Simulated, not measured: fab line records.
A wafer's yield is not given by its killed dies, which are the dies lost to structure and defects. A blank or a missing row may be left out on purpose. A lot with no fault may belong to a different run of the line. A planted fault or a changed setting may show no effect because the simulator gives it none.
Commonality check across tools | flow gf180mcu | 12 lots, 36 wafers sampled

== WHY THIS WAS OPENED ==
GF_VT_IMPLANT_RS_MEAS_46, reading MVSD_RS: flagged on 2 of 12 lots. No-fault wafers: 455.2 ohm/sq, standard deviation 1.4.
Rule: a lot is flagged when every wafer of it that has a number lies more than 4 standard deviations from that mean, or none has a number. The rest of the lots are taken to be sound.

lot  | measured     | on            | MVSD_RS (ohm/sq), wafer by wafer | flag
L792 | day 7 16:52  | film-metro-01 | 454.9 454.0 454.2                |
L793 | day 7 21:20  | film-metro-03 | 453.1 454.6 455.4                |
L794 | day 8 05:32  | film-metro-02 | 458.1 457.3 458.6                |
L796 | day 8 17:16  | film-metro-02 | 456.5 456.6 457.0                |
L800 | day 9 21:47  | film-metro-01 | 457.3 454.3 455.1                |
L801 | day 10 00:11 | film-metro-03 | 454.2 453.6 454.2                |
L803 | day 10 19:48 | film-metro-01 | 455.3 455.2 455.1                |
L808 | day 12 04:53 | film-metro-03 | 452.8 454.0 453.8                |
L810 | day 12 14:52 | film-metro-01 | 506.3 505.7 506.8                | FLAGGED
L812 | day 13 01:38 | film-metro-02 | 505.3 505.8 505.5                | FLAGGED
L814 | day 13 16:40 | film-metro-01 | 454.6 455.5 455.1                |
L815 | day 14 00:06 | film-metro-03 | 455.9 455.7 455.3                |
The mean of the flagged lots' numbers is 505.9 ohm/sq, +50.7 ohm/sq from the usual (+36 standard deviations).

== EACH LOT AND THE TOOL IT RAN ON ==
2 process steps preceding the reading are held in the record, out of 602 steps in the route. Cell contents, in order: the tool; ch with the chambers the sampled wafers went through; the start.
lot  | flag    | GF_MVSD_IMPLANT_09             | GF_MVSD_STRIP_10
L792 |         | implanter-04 ch 0, day 4 13:29 | plasma-asher-03 ch 0,1, day 4 13:38
L793 |         | implanter-03 ch 0, day 4 18:15 | plasma-asher-02 ch 0,1, day 4 18:22
L794 |         | implanter-01 ch 0, day 5 01:47 | plasma-asher-01 ch 0,1, day 5 01:56
L796 |         | implanter-03 ch 0, day 5 10:10 | plasma-asher-01 ch 0,1, day 5 10:19
L800 |         | implanter-04 ch 0, day 6 11:01 | plasma-asher-01 ch 0,1, day 6 11:10
L801 |         | implanter-03 ch 0, day 6 14:19 | plasma-asher-03 ch 0,1, day 6 14:28
L803 |         | implanter-03 ch 0, day 7 07:14 | plasma-asher-02 ch 1, day 7 07:22
L808 |         | implanter-01 ch 0, day 8 10:19 | plasma-asher-02 ch 0,1, day 8 10:26
L810 | FLAGGED | implanter-01 ch 0, day 8 18:04 | plasma-asher-02 ch 0,1, day 8 18:11
L812 | FLAGGED | implanter-01 ch 0, day 9 06:00 | plasma-asher-01 ch 0,1, day 9 06:07
L814 |         | implanter-04 ch 0, day 9 17:46 | plasma-asher-03 ch 0,1, day 9 17:55
L815 |         | implanter-04 ch 0, day 9 23:29 | plasma-asher-01 ch 0,1, day 9 23:36
What is done by these steps:
- GF_MVSD_IMPLANT_09
- GF_MVSD_STRIP_10: strips in O2/N2.
- GF_VT_IMPLANT_RS_MEAS_46: measures by four-point-probe.

== FLAGGED AGAINST TOTAL, ONE TOOL AT A TIME (gauges that did the reading follow at the end) ==
step                     | tool            | lots run | flagged | share of the flagged lots | sound lots run after its first flagged lot
GF_MVSD_IMPLANT_09       | implanter-01    | 4        | 2       | all                       | 0
GF_MVSD_IMPLANT_09       | implanter-03    | 4        | 0       | none                      | -
GF_MVSD_IMPLANT_09       | implanter-04    | 4        | 0       | none                      | -
GF_MVSD_STRIP_10         | plasma-asher-01 | 5        | 1       | some                      | 1 (L815)
GF_MVSD_STRIP_10         | plasma-asher-02 | 4        | 1       | some                      | 0
GF_MVSD_STRIP_10         | plasma-asher-03 | 3        | 0       | none                      | -
GF_VT_IMPLANT_RS_MEAS_46 | film-metro-01   | 5        | 1       | some                      | 1 (L814)
GF_VT_IMPLANT_RS_MEAS_46 | film-metro-02   | 3        | 1       | some                      | 0
GF_VT_IMPLANT_RS_MEAS_46 | film-metro-03   | 4        | 0       | none                      | -

== THE TABLE: WHAT IT ALLOWS ==
1 row of the table ran every flagged lot: implanter-01 at GF_MVSD_IMPLANT_09.
- implanter-01 at GF_MVSD_IMPLANT_09: 2 of its 4 lots flagged. A fault beginning between L808 (day 8 10:19), its last sound lot, and L810 (day 8 18:04), its first flagged one, fits the data. Its own readings (dose-ions-cm2, faraday-current-uA) fall more than 4 standard deviations out on all wafers of the flagged lots.
Just one tool remains: implanter-01 at GF_MVSD_IMPLANT_09.

== WHAT HAD BEEN PUT IN BY THE SIMULATOR ==
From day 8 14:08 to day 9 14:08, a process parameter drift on implanter-01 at GF_MVSD_IMPLANT_09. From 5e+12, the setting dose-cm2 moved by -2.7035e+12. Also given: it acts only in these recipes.
Shown lots that were struck: L810, L812. The rule above found the same.
